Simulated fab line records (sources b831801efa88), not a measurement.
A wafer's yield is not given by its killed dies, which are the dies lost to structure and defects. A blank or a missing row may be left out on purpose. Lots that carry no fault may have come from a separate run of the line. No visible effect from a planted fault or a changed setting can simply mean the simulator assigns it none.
A lot that was struck, set against a sound lot + flow gf180mcu + 14 out of 602 route steps
Sound: these wafers, L549.1, L549.3, L549.4. The struck wafers were L558.1, L558.2, L558.3. Last of all comes the cause.
Each step with rows lists, per side, the tool, then ch with its chambers, then its first start. Under that, the readings that differ: sound wafers + struck wafers + difference of the means + sigmas: that difference in standard deviations of wafers without a fault.
alike: readings whose means differ by less than 2 such deviations, and words and numbers that are the same on both sides. not compared: withheld readings, readings that some wafer has no value for, bounds like >300 that may hide the same value, and numbers for which the record gives no deviation and whose values overlap.
The two part at a step that has a row with sigmas, a row that says differs or no value, or rows on one side only. Numbers that have no deviation but don't overlap get no sigmas and don't part them. A reading that every wafer of one side lacks parts them only if that side has two wafers or more.

first, 1 step without rows for these wafers: GF_V2_CVD_00 (deposits SiO2, target thk 600 nm, time 100 s).
GF_V2_THK_MEAS_01:
  sound on filmMetro-02 at day 21 19:17; struck on filmMetro-02 at day 24 12:04
  alike: V2_CVD_00_THK
GF_V2_CVD_02: deposits SiO2 from TEOS, target thk 850 nm, time 94.851 s.
  sound on pecvd-02 ch 0,1, day 21 19:20; struck on pecvd-04 ch 0,1,2, day 24 12:08
| reading          | sound       | struck      | difference | sigmas |
|------------------|-------------|-------------|------------|--------|
| heaterPowerW (W) | 863 842 932 | 679 484 728 | -249       | -2     |
GF_V2_THK_MEAS_03:
  sound on filmMetro-03 at day 21 19:25; struck on filmMetro-03 at day 24 12:12
  alike: V2_CVD_02_THK
GF_V2_CMP_04: polishes SiO2.
  sound on cmp-01 ch 0,1,2, day 21 19:28; struck on cmp-01 ch 0,1,3, day 24 12:16
  alike: motorCurrentA, slurryFlowMlMin, timeToEndpointS
GF_V2_BOW_MEAS_05:
  sound on filmMetro-02 at day 21 19:46; struck on filmMetro-03 at day 24 12:34
  alike: V2_BOW
then, 6 steps without rows for these wafers: GF_V2_DEHYDRATE_06 (time 60 s); GF_V2_HMDS_07 (prime time 60 s); GF_V2_COAT_08; GF_V2_COAT_09 (resist thk 1000 nm); GF_V2_SOFTBAKE_10 (time 60 s); GF_V2_EXPOSE_11 (exposes mask Via2, target cd 260 nm).
GF_V2_PEB_12: peb time 91.89 s.
  struck on lithoTrack-03, day 25 11:11; sound on lithoTrack-02 ch 0, day 22 19:46
  no value came back on the struck wafers for chillPlateTempC (C), exhaustPa (Pa), plateSensorTCentreC (C), plateSensorTEdgeC (C); on the sound wafers chillPlateTempC (C) reads 22.89 23.02 22.91
then, 1 step without rows for these wafers: GF_V2_DEVELOP_13 (develop time 60 s).

## WHERE THEY PART
First at GF_V2_CVD_02; last, within this record, at GF_V2_PEB_12.

WHY: whatever the simulator had introduced
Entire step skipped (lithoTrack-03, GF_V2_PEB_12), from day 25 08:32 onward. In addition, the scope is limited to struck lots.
